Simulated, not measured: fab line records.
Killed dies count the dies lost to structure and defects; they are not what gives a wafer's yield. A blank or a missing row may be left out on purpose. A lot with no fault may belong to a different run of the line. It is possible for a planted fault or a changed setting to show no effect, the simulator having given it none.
A single fault, viewed from 2 desks || flow sky130 || what lay behind the numbers comes last; until then each desk has only its own

THE TOOL OWNER'S DESK: rieMetal-01
The tool's own readings at SKY_METAL4_ETCH_16 (etches BARC in N2/H2, stops on SiO2, time 88.2 s, target depth 60 nm): means of the sampled wafers that have a number, for each lot that ran on this tool. Any lot whose mean is over 4 standard deviations away from the usual mean is out of limits and marked OUT; that distance is given in the brackets.
Columns: A = chamberPressureMTorr at SKY_METAL4_ETCH_16, usual 30.000 mTorr; B = drypumpMotorCurrentA at SKY_METAL4_ETCH_16, usual 5.91 A; C = heBacksideLeakSccm at SKY_METAL4_ETCH_16, usual 3.43 sccm; D = oesProductAu at SKY_METAL4_ETCH_16, usual 0.626 a.u.; E = rfFwdPowerW at SKY_METAL4_ETCH_16, usual 496.5 W; F = throttleValvePct at SKY_METAL4_ETCH_16, usual 13.205 %
{"lot": "L395", "first seen here": "day 42 09:40", "A": 30.003, "B": 5.84, "C": 3.38, "D": 0.629, "E": 498.1, "F": 13.211}
{"lot": "L396", "first seen here": "day 42 15:28", "A": 30.009, "B": 5.84, "C": 3.35, "D": 0.624, "E": 497.2, "F": 13.207}
{"lot": "L400", "first seen here": "day 44 19:41", "A": 30.031, "B": 5.82, "C": 3.48, "D": 0.628, "E": "575.8 (+50) OUT", "F": 13.193}
{"lot": "L401", "first seen here": "day 44 22:02", "A": 30.016, "B": 5.84, "C": 3.43, "D": 0.626, "E": "574.9 (+49) OUT", "F": 13.214}
{"lot": "L413", "first seen here": "day 47 08:07", "A": 29.994, "B": 5.84, "C": 3.38, "D": 0.630, "E": 497.8, "F": 13.202}
{"lot": "L412", "first seen here": "day 47 09:21", "A": 29.970, "B": 5.95, "C": 3.47, "D": 0.622, "E": 497.6, "F": 13.202}
{"lot": "L414", "first seen here": "day 47 11:00", "A": 30.014, "B": 5.85, "C": 3.44, "D": 0.621, "E": 498.2, "F": 13.212}
This desk finds L400, L401 out of limits, L400 being first, at day 44 19:41 (rfFwdPowerW at SKY_METAL4_ETCH_16). Within limits: L395, L396, L413, L412, L414.

AT THE METROLOGY DESK
Means of the sampled wafers that have a number, per lot and without regard to the tool the lot ran on: this is what the gauges read. Any lot whose mean is over 4 standard deviations away from the usual mean is out of limits and marked OUT; that distance is given in the brackets.
Columns: A = CAP2M_OVL at SKY_CAP2M_OVL_MEAS_12, usual 0.0 nm
{"lot": "L392", "first seen here": "day 40 10:23", "A": 1.1}
{"lot": "L393", "first seen here": "day 41 02:47", "A": -0.6}
{"lot": "L395", "first seen here": "day 41 09:52", "A": 0.6}
{"lot": "L396", "first seen here": "day 41 15:10", "A": 1.5}
{"lot": "L397", "first seen here": "day 42 00:43", "A": 1.3}
{"lot": "L400", "first seen here": "day 43 20:37", "A": -0.2}
{"lot": "L401", "first seen here": "day 43 23:29", "A": 1.0}
{"lot": "L403", "first seen here": "day 44 04:52", "A": 1.4}
{"lot": "L411", "first seen here": "day 46 01:58", "A": 0.0}
{"lot": "L413", "first seen here": "day 46 05:56", "A": 1.2}
{"lot": "L412", "first seen here": "day 46 09:21", "A": 1.1}
{"lot": "L414", "first seen here": "day 46 15:17", "A": -1.0}
Result from this desk: across the 12 lots, nothing is out of limits.

TAKEN TOGETHER
The tool owner's desk could have raised an alarm at day 44 19:41, on L400, L401.
At the metrology desk, nothing out of limits was observed.
The metrology desk has L400, L401 on record, within its limits.
All the named lots went through SKY_METAL4_ETCH_16 on rieMetal-01.

WHAT THE SIMULATOR HAD INSERTED
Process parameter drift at SKY_METAL4_ETCH_16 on rieMetal-01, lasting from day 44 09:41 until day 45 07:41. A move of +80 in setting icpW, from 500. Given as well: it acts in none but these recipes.
Shown lots that were struck: L400, L401.
Hours from the fault's start to each desk's first reading out of limits: the tool owner's desk, 10.
